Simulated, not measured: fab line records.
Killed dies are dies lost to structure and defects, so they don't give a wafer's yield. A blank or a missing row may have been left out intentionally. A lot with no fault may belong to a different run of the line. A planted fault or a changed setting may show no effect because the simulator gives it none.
Which of the tools did it? | flow gf180mcu | 17 wafers from 6 lots sampled at 2 of the route's 602 steps

## WHAT THE GAUGES READ, wafer by wafer
GF_TOP_METAL_RS_MEAS_05: uses a four-point probe to measure.
lot  | measured     | on            | TOP_METAL_ALCU_RS (ohm/sq)
L688 | day 28 01:08 | film-metro-02 | 0.0321 0.0323 0.0321
L691 | day 28 22:54 | film-metro-02 | 0.0325 0.0325 0.0328
L694 | day 29 21:47 | film-metro-02 | 0.0322 0.0326 0.0322
L696 | day 30 13:39 | film-metro-04 | 0.0328 0.0322 0.0324
L704 | day 32 12:20 | film-metro-04 | 0.0331 0.0325
L709 | day 33 11:02 | film-metro-03 | 0.0326 0.0323 0.0326

## TOOL THAT RAN EACH LOT (tool first, then ch and the chambers of the sampled wafers, then the start)
lot  | GF_V5_SPUTTER_21
L688 | pvd-sputter-03, day 28 00:10
L691 | pvd-sputter-01, day 28 21:57
L694 | pvd-sputter-03, day 29 20:52
L696 | pvd-sputter-03, day 30 12:44
L704 | pvd-sputter-01, day 32 11:25
L709 | pvd-sputter-03, day 33 10:05
- GF_V5_SPUTTER_21: material Ti, target thk 15 nm, time 80.02 s.

## THE ANSWER, worked out from the rows above alone
Rule: the lots themselves supply what counts as usual. The widest of any qualifying gaps counts: lots, ordered by their means at a reading, are off when they make up no more than a third of the lots, leave a main group of 4 or more, and stand apart from it by 3 or more times the standard deviation of that group's means. If all means in a main group match to the digits the tables above print for the reading, that group is not used. Also off: a lot with no number at a reading for which 4 or more lots have one. The other lots that the step has rows for count as sound.
No lot is off on any of the readings shown, so nothing can be concluded from this.

## WHAT THE SIMULATOR HAD PUT IN
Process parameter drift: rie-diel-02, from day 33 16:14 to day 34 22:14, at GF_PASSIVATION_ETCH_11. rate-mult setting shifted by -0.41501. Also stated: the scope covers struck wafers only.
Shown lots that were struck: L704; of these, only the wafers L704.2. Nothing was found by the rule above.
